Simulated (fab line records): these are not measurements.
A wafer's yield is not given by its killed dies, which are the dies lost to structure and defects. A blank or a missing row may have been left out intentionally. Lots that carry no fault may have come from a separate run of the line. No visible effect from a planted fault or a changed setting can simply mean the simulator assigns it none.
Lot-split experiment / flow sfq_line / 23 wafers read across 5 lots, on a route 325 steps long

== THE SPLIT ITSELF ==
At SFQ_TRILAYER_M6_DEP_SPUTTER_157 (material Nb, target thk 200 nm, time 133.3 s), the setting time_s was moved away from the recipe's 133.3 s on 6 of the 23 wafers read, by -10.1% to +13.7%. The other wafers ran this setting at the recipe's value.

== FROM THE SPLIT TO THE READING: what the file shows between them, 3 steps ==
- SFQ_M6_RS_MEAS_938: measures by four-point-probe
- SFQ_TRILAYER_M6_LITHO_COAT_164: resist thk 62 nm
- SFQ_TRILAYER_M6_BARC_OPEN_METAL_ETCH_206: etches BARC in O2, target depth 125 nm, time 41.7 s

== THE READING ==
oes_product_au, in a.u., at SFQ_TRILAYER_M6_ETCH_METAL_ETCH_162 (etches Nb in Cl2/Ar, stops on SiO2, target depth 240 nm, time 116.9 s). Fault-free wafers of this fab line usually give 0.907 a.u., standard deviation 0.007 a.u.

wafer=L074.2; tool, chamber at the split=pvd_sputter-05, -; time_s as run, s=133.3; against the recipe=recipe; oes_product_au, a.u.=0.911; against lot-mates on the recipe=-
wafer=L074.3; tool, chamber at the split=pvd_sputter-05, -; time_s as run, s=133.3; against the recipe=recipe; oes_product_au, a.u.=0.920; against lot-mates on the recipe=-
wafer=L074.5; tool, chamber at the split=pvd_sputter-05, -; time_s as run, s=133.3; against the recipe=recipe; oes_product_au, a.u.=0.911; against lot-mates on the recipe=-
wafer=L076.1; tool, chamber at the split=pvd_sputter-05, -; time_s as run, s=133.3; against the recipe=recipe; oes_product_au, a.u.=0.919; against lot-mates on the recipe=-
wafer=L076.2; tool, chamber at the split=pvd_sputter-05, -; time_s as run, s=133.3; against the recipe=recipe; oes_product_au, a.u.=0.906; against lot-mates on the recipe=-
wafer=L076.3; tool, chamber at the split=pvd_sputter-05, -; time_s as run, s=133.3; against the recipe=recipe; oes_product_au, a.u.=0.907; against lot-mates on the recipe=-
wafer=L076.4; tool, chamber at the split=pvd_sputter-05, -; time_s as run, s=133.3; against the recipe=recipe; oes_product_au, a.u.=0.912; against lot-mates on the recipe=-
wafer=L076.6; tool, chamber at the split=pvd_sputter-05, -; time_s as run, s=133.3; against the recipe=recipe; oes_product_au, a.u.=0.915; against lot-mates on the recipe=-
wafer=L080.1; tool, chamber at the split=pvd_sputter-03, -; time_s as run, s=133.3; against the recipe=recipe; oes_product_au, a.u.=0.909; against lot-mates on the recipe=-
wafer=L080.2; tool, chamber at the split=pvd_sputter-03, -; time_s as run, s=133.3; against the recipe=recipe; oes_product_au, a.u.=0.909; against lot-mates on the recipe=-
wafer=L080.3; tool, chamber at the split=pvd_sputter-03, -; time_s as run, s=133.3; against the recipe=recipe; oes_product_au, a.u.=0.905; against lot-mates on the recipe=-
wafer=L080.4; tool, chamber at the split=pvd_sputter-03, -; time_s as run, s=133.3; against the recipe=recipe; oes_product_au, a.u.=0.907; against lot-mates on the recipe=-
wafer=L080.5; tool, chamber at the split=pvd_sputter-03, -; time_s as run, s=133.3; against the recipe=recipe; oes_product_au, a.u.=0.906; against lot-mates on the recipe=-
wafer=L083.1; tool, chamber at the split=pvd_sputter-05, -; time_s as run, s=119.9; against the recipe=-10.1%; oes_product_au, a.u.=0.844; against lot-mates on the recipe=-0.073
wafer=L083.2; tool, chamber at the split=pvd_sputter-05, -; time_s as run, s=133.3; against the recipe=recipe; oes_product_au, a.u.=0.916; against lot-mates on the recipe=-
wafer=L083.3; tool, chamber at the split=pvd_sputter-05, -; time_s as run, s=133.3; against the recipe=recipe; oes_product_au, a.u.=0.917; against lot-mates on the recipe=-
wafer=L083.5; tool, chamber at the split=pvd_sputter-05, -; time_s as run, s=119.9; against the recipe=-10.1%; oes_product_au, a.u.=0.854; against lot-mates on the recipe=-0.063
wafer=L083.6; tool, chamber at the split=pvd_sputter-05, -; time_s as run, s=119.9; against the recipe=-10.1%; oes_product_au, a.u.=0.858; against lot-mates on the recipe=-0.059
wafer=L084.2; tool, chamber at the split=pvd_sputter-04, -; time_s as run, s=151.6; against the recipe=+13.7%; oes_product_au, a.u.=0.975; against lot-mates on the recipe=+0.072
wafer=L084.3; tool, chamber at the split=pvd_sputter-04, -; time_s as run, s=151.6; against the recipe=+13.7%; oes_product_au, a.u.=0.976; against lot-mates on the recipe=+0.073
wafer=L084.4; tool, chamber at the split=pvd_sputter-04, -; time_s as run, s=151.6; against the recipe=+13.7%; oes_product_au, a.u.=0.967; against lot-mates on the recipe=+0.064
wafer=L084.5; tool, chamber at the split=pvd_sputter-04, -; time_s as run, s=133.3; against the recipe=recipe; oes_product_au, a.u.=0.904; against lot-mates on the recipe=-
wafer=L084.6; tool, chamber at the split=pvd_sputter-04, -; time_s as run, s=133.3; against the recipe=recipe; oes_product_au, a.u.=0.901; against lot-mates on the recipe=-

FIT RESULTS
A straight line over all 23 wafers: oes_product_au changes by +0.00501 a.u. for each +1% of time_s; r = +0.98; the points scatter about the line by 0.0064 a.u.
The same after taking each lot's own level away (the mean of its wafers on the recipe; 23 wafers): +0.00559 a.u. for each +1%; r = +0.99; scatter 0.0053 a.u.
That fit puts the effect of the largest move of time_s on the reading at 0.077 a.u.
From 0.9025 to 0.9165 a.u.: that is the span of the lots' own levels, equal to 2.0 times the standard deviation above.
So the slope is not independent of the lot-to-lot level: the two fits are not the same.
Check: for one of the wafers moved furthest among these (+13.7%), held out of the fit, the line's prediction against its lot-mates is +0.0756 a.u. Against them it came out at +0.0725 a.u.

== FURTHER SPLITS ON THESE WAFERS ==
Note: prior to the reading, these wafers also went through further splits. Each is held against what the fit with the lots' levels taken away leaves over:
other split on the same wafers=SFQ_TRILAYER_I4_VIA_LITHO_PEB_106 peb_time_s; wafers away from the commonest value=7; r with oes_product_au (lot level and that fit taken away)=+0.19
other split on the same wafers=SFQ_TRILAYER_JJ_TRILAYER_DEP_SPUTTER_110 power_w; wafers away from the commonest value=8; r with oes_product_au (lot level and that fit taken away)=-0.32
other split on the same wafers=SFQ_TRILAYER_JJ_TRILAYER_DEP_SPUTTER_112 power_w; wafers away from the commonest value=5; r with oes_product_au (lot level and that fit taken away)=-0.37
other split on the same wafers=SFQ_TRILAYER_A5B_DEP_PECVD_129 time_s; wafers away from the commonest value=5; r with oes_product_au (lot level and that fit taken away)=-0.33
other split on the same wafers=SFQ_TRILAYER_R5_DEP_SPUTTER_132 time_s; wafers away from the commonest value=9; r with oes_product_au (lot level and that fit taken away)=+0.06
other split on the same wafers=SFQ_TRILAYER_C5_LITHO_EXPOSE_152 dose_mj; wafers away from the commonest value=11; r with oes_product_au (lot level and that fit taken away)=-0.32
other split on the same wafers=SFQ_TRILAYER_C5_BARC_OPEN_VIA_ETCH_210 time_s; wafers away from the commonest value=7; r with oes_product_au (lot level and that fit taken away)=+0.06

== THE WHOLE CHAIN: every reading that the file lists as answering this split, in the file's order ==
step=SFQ_TRILAYER_M6_DEP_SPUTTER_157; what it does=material Nb, target thk 200 nm, time 133.3 s; reading=Nb_of_TRILAYER_M6_DEP_SPUTTER_157.thk_nm (the simulator's own value, which no gauge read); change (the file's fit)=+2.08 nm for each +1% of the setting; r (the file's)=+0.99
step=SFQ_M6_RS_MEAS_938; what it does=measures by four-point-probe; reading=M6_NB_RS; change (the file's fit)=-0.00912 for each +1% of the setting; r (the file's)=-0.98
step=SFQ_TRILAYER_M6_ETCH_METAL_ETCH_162; what it does=etches Nb in Cl2/Ar, stops on SiO2, target depth 240 nm, time 116.9 s; reading=oes_product_au; change (the file's fit)=+0.00556 a.u. for each +1% of the setting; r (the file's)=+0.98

== FILE'S OWN FIT ==
oes_product_au changes by +0.00556 a.u. for each +1% of time_s, r = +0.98.
